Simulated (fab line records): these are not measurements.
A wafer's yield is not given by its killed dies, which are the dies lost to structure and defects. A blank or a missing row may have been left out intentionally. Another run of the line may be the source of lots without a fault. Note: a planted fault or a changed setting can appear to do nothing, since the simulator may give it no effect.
Matching of chambers / flow gf180mcu / GF_CONTACT_ETCH_16 on rie-diel-03: 4 sister chambers
The step etches BARC in N2/H2. 4 wafers are shown with their chamber, then 11 later ones without.

== WAFERS WITH THEIR CHAMBER ==
wafer=L087.1; chamber=2; drypump-motor-current-A (A)=5.7
wafer=L087.3; chamber=1; drypump-motor-current-A (A)=5.6
wafer=L087.4; chamber=3; drypump-motor-current-A (A)=5.3
wafer=L088.4; chamber=0; drypump-motor-current-A (A)=6.3

== WAFERS WITH NO CHAMBER GIVEN ==
wafer=L088.5; drypump-motor-current-A (A)=5.6
wafer=L088.6; drypump-motor-current-A (A)=5.6
wafer=L090.3; drypump-motor-current-A (A)=5.4
wafer=L090.4; drypump-motor-current-A (A)=5.7
wafer=L090.6; drypump-motor-current-A (A)=6.3
wafer=L095.1; drypump-motor-current-A (A)=5.6
wafer=L095.2; drypump-motor-current-A (A)=5.7
wafer=L095.3; drypump-motor-current-A (A)=6.3
wafer=L097.1; drypump-motor-current-A (A)=5.6
wafer=L097.2; drypump-motor-current-A (A)=5.7
wafer=L097.3; drypump-motor-current-A (A)=6.3

== WHICH CHAMBER EACH WENT THROUGH ==
wafer=L088.5; from the rows above=1; in truth=1
wafer=L088.6; from the rows above=1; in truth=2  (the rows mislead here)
wafer=L090.3; from the rows above=3; in truth=3
wafer=L090.4; from the rows above=2; in truth=2
wafer=L090.6; from the rows above=0; in truth=0
wafer=L095.1; from the rows above=1; in truth=1
wafer=L095.2; from the rows above=2; in truth=2
wafer=L095.3; from the rows above=0; in truth=0
wafer=L097.1; from the rows above=1; in truth=1
wafer=L097.2; from the rows above=2; in truth=2
wafer=L097.3; from the rows above=0; in truth=0
Correct placement for 10 of the 11. From these rows, 0 cannot be placed. Wrongly placed: 1.
How it was worked out, from the rows above alone: a wafer's distance from a chamber is the root of the sum, over the readings, of the square of ((its reading less the chamber's mean) divided by the reading's scatter). If the next closest chamber is less than 2 further off than the closest, the wafer can't be placed; otherwise it belongs to the closest. The mean given for a chamber averages the wafers shown for that chamber. The scatter (one wafer shown for each chamber): square how far every hidden wafer sits from the nearest shown wafer, average those squares and take the square root.
